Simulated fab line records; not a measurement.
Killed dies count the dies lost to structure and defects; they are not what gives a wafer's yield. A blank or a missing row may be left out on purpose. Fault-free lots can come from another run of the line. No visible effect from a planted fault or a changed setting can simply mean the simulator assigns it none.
Struck lot and sound lot, side by side / flow sky130 / 43 steps out of a route of 708
Sound: the wafers L478.2, L478.3, L478.5. Wafers struck: L482.1, L482.3, L482.4. The cause comes at the end.
At each step with rows: each side's tool, then ch and its chambers, then its first start. Under that, the readings that differ: sound wafers / struck wafers / difference of the means / sigmas: that difference in standard deviations of wafers without a fault.
alike: readings with means less than 2 such deviations apart, plus words and numbers identical on both sides. not compared: withheld readings, readings lacking a value on some wafer, bounds such as >300 that could conceal the same value, and numbers that have no deviation in the record and whose values overlap.
The two part at a step that has a row with sigmas, a row that says differs or no value, or rows on one side only. Numbers that don't overlap but have no deviation are shown without sigmas and don't part them. A reading missing from all wafers of one side parts the sides only when that side holds two or more wafers.

first, 9 steps without rows for these wafers: SKY_CAPM_CLEAN_17 (cleans in O3/DIW); SKY_METAL3_DEHYDRATE_05 (time 60 s); SKY_METAL3_HMDS_06 (prime time 60 s); SKY_METAL3_COAT_07 (resist thk 60 nm); SKY_METAL3_COAT_08 (resist thk 1140 nm); SKY_METAL3_SOFTBAKE_09 (time 90 s); SKY_METAL3_EXPOSE_10 (exposes mask MM3, target cd 300 nm); SKY_METAL3_PEB_11; SKY_METAL3_DEVELOP_12 (develop time 60 s).
SKY_METAL3_CD_MEAS_13: the cd target is 300 nm.
  sound on cdSem-02, day 40 19:57; struck on cdSem-01, day 45 08:26
reading=cdNm (nm); sound=298.3 298.7 297.7; struck=301.8 301.3 300.8; difference=+3.1; sigmas=+2
SKY_METAL3_OVL_MEAS_14:
  sound on overlay-01, day 40 20:04; struck on overlay-01, day 45 08:33
  alike: METAL3_OVL
SKY_METAL3_DESCUM_15: chemistry O2, time 8 s.
  sound on rieMetal-04 ch 0,1, day 40 20:05; struck on rieMetal-04 ch 1, day 45 08:35
reading=drypumpMotorCurrentA (A); sound=4.6 4.6 6.2; struck=6.2 6.2 6.2; difference=+1.1; sigmas=+2
  alike: oesProductAu
  not compared: rfHoursCounterH
SKY_METAL3_ETCH_16: etches BARC in N2/H2, stops on SiO2, time 88.2 s, target depth 60 nm.
  sound on rieMetal-04 ch 0,1, day 40 20:07; struck on rieMetal-04 ch 1, day 45 08:39
reading=drypumpMotorCurrentA (A); sound=4.6 4.6 6.2; struck=6.2 6.2 6.2; difference=+1.1; sigmas=+2
  alike: oesProductAu, throttleValvePct
  not compared: rfHoursCounterH
SKY_METAL3_ETCH_17: etches SiO2 in C4F8/O2/Ar, stops on TiN, time 3.9 s, target depth 15 nm.
  sound on rieDiel-04 ch 1,2, day 40 20:13; struck on rieDiel-01 ch 0,1,3, day 45 08:51
  alike: oesProductAu
  not compared: rfHoursCounterH
then, 1 step without rows for these wafers: SKY_METAL3_METAL_ETCH_18 (etches the open film in Cl2/BCl3, stops on SiO2, target depth 845 nm, time 183.1 s).
SKY_METAL3_STRIP_19: strips in O2/N2.
  sound on plasmaAsher-04 ch 0,1, day 40 20:25; struck on plasmaAsher-04 ch 0,1, day 45 09:02
  alike: drypumpMotorCurrentA, oesProductAu, stripTimeToEndpointS
  not compared: rfHoursCounterH
then, 4 steps without rows for these wafers: SKY_METAL3_STRIP_20 (strips in post etch residue remover, time 1200 s); SKY_METAL3_CLEAN_21 (cleans in IPA, time 180 s); SKY_METAL3_CLEAN_22 (cleans in O3/DIW); SKY_VIA3_HDPCVD_00 (deposits SiO2, target thk 1635 nm, time 272.5 s).
SKY_VIA3_THK_MEAS_01:
  sound on filmMetro-02, day 40 21:14; struck on filmMetro-03, day 45 09:48
  alike: VIA3_HDPCVD_THK
then, 1 step without rows for these wafers: SKY_VIA3_CMP_02 (polishes SiO2).
SKY_VIA3_BOW_MEAS_03:
  sound on filmMetro-02, day 40 21:36; struck on filmMetro-04, day 45 10:10
  alike: VIA3_BOW
then, 8 steps without rows for these wafers: SKY_VIA3_DEHYDRATE_04 (time 60 s); SKY_VIA3_HMDS_05 (prime time 60 s); SKY_VIA3_COAT_06 (resist thk 60 nm); SKY_VIA3_COAT_07 (resist thk 450 nm); SKY_VIA3_SOFTBAKE_08 (time 90 s); SKY_VIA3_EXPOSE_09 (exposes mask VIM3, target cd 200 nm); SKY_VIA3_PEB_10; SKY_VIA3_DEVELOP_11 (develop time 60 s).
SKY_VIA3_CD_MEAS_12: the cd target is 200 nm.
  sound on cdSem-01, day 41 20:58; struck on cdSem-01, day 46 08:32
  alike: cdNm
SKY_VIA3_OVL_MEAS_13:
  sound on overlay-02, day 41 21:04; struck on overlay-02, day 46 08:39
  alike: VIA3_OVL
then, 6 steps without rows for these wafers: SKY_VIA3_ETCH_14 (etches BARC in N2/H2, stops on SiO2, time 45.9 s, target depth 60 nm); SKY_VIA3_ETCH_15 (etches SiO2 in C4F8/O2/Ar, stops on TiN, target depth 507 nm, time 78 s); SKY_VIA3_STRIP_16 (strips in O2/N2); SKY_VIA3_STRIP_17 (strips in post etch residue remover, time 1200 s); SKY_VIA3_CLEAN_18 (cleans in IPA, time 180 s); SKY_VIA3_CLEAN_19 (cleans in O3/DIW).
SKY_VIA3_SPUTTER_20: material TiN, target thk 20 nm, time 80 s.
  sound on pvdSputter-02, day 41 21:47; struck on pvdSputter-02, day 46 09:23
  alike: throttleValvePct
SKY_VIA3_CVD_21: deposits W, target thk 390 nm, time 117.31 s.
  sound on cvdW-01 ch 0,1, day 41 21:51; struck on cvdW-01 ch 0, day 46 09:26
  alike: heaterPowerW, susceptorTempC
SKY_VIA3_RS_MEAS_22: measures by four-point-probe.
  sound on filmMetro-04, day 41 21:59; struck on filmMetro-02, day 46 09:41
  alike: VIA3_W_RS
-- the record jumps here: 5 days lie between the struck wafers' starts before and after (it left off in module VIA3 and takes up again in module PAD_OPEN, whose first step shown is number 708 of the route) --
SKY_PAD_OPEN_PROBE_99:
  sound on prober-02, day 47 21:17; struck on prober-02, day 51 11:31
reading=hold; sound=- - -; struck=awaitDispo/3.2h/release awaitDispo/3.2h/release awaitDispo/3.2h/release; difference=no value on the sound wafers; sigmas=
reading=defectLimitedYield (%); sound=80.5 84.1 85.6; struck=71.3 72.2 70.7; difference=-12.0; sigmas=-6
reading=killed_at_M0_to_M3; sound=50 33 28; struck=90 93 95; difference=+56; sigmas=+8
reading=killedDies; sound=96 78 71; struck=141 137 144; difference=+59; sigmas=+6
reading=killedOnRim; sound=17 11 17; struck=28 29 34; difference=+15; sigmas=+4
reading=killedOpen; sound=52 37 35; struck=58 48 67; difference=+16; sigmas=+2
reading=sort_bin_3_pad_short (%); sound=1.0 1.2 0.8; struck=3.7 4.7 3.3; difference=+2.9; sigmas=+7
reading=sort_bin_5_function (%); sound=10.0 8.9 7.9; struck=15.2 14.8 17.5; difference=+6.9; sigmas=+5
reading=sortNPass; sound=396 414 421; struck=351 355 348; difference=-59; sigmas=-6
reading=sortYieldPct (%); sound=80.5 84.1 85.6; struck=71.3 72.2 70.7; difference=-12.0; sigmas=-6
reading=model.etest.tester.sortNPass; sound=396 414 421; struck=351 355 348; difference=-59; sigmas=
reading=model.etest.tester.sortYieldPct (%); sound=80.49 84.15 85.57; struck=71.34 72.15 70.73; difference=-12.00; sigmas=
reading=model.etest.tester.sort_bin_5_pct (%); sound=9.959 8.943 7.927; struck=15.24 14.84 17.48; difference=+6.91; sigmas=
reading=model.etest.tester.sort_bin_3_pct (%); sound=1.016 1.22 0.813; struck=3.659 4.675 3.252; difference=+2.846; sigmas=
  alike: killed_at_M4_up, killedAtContacts, killedAtFrontEnd, killedAtOther, killedShort, sort_bin_6_memory

== WHERE THEY PART ==
First at SKY_METAL3_CD_MEAS_13; last, within this record, at SKY_PAD_OPEN_PROBE_99.

WHY: what the simulator had put in
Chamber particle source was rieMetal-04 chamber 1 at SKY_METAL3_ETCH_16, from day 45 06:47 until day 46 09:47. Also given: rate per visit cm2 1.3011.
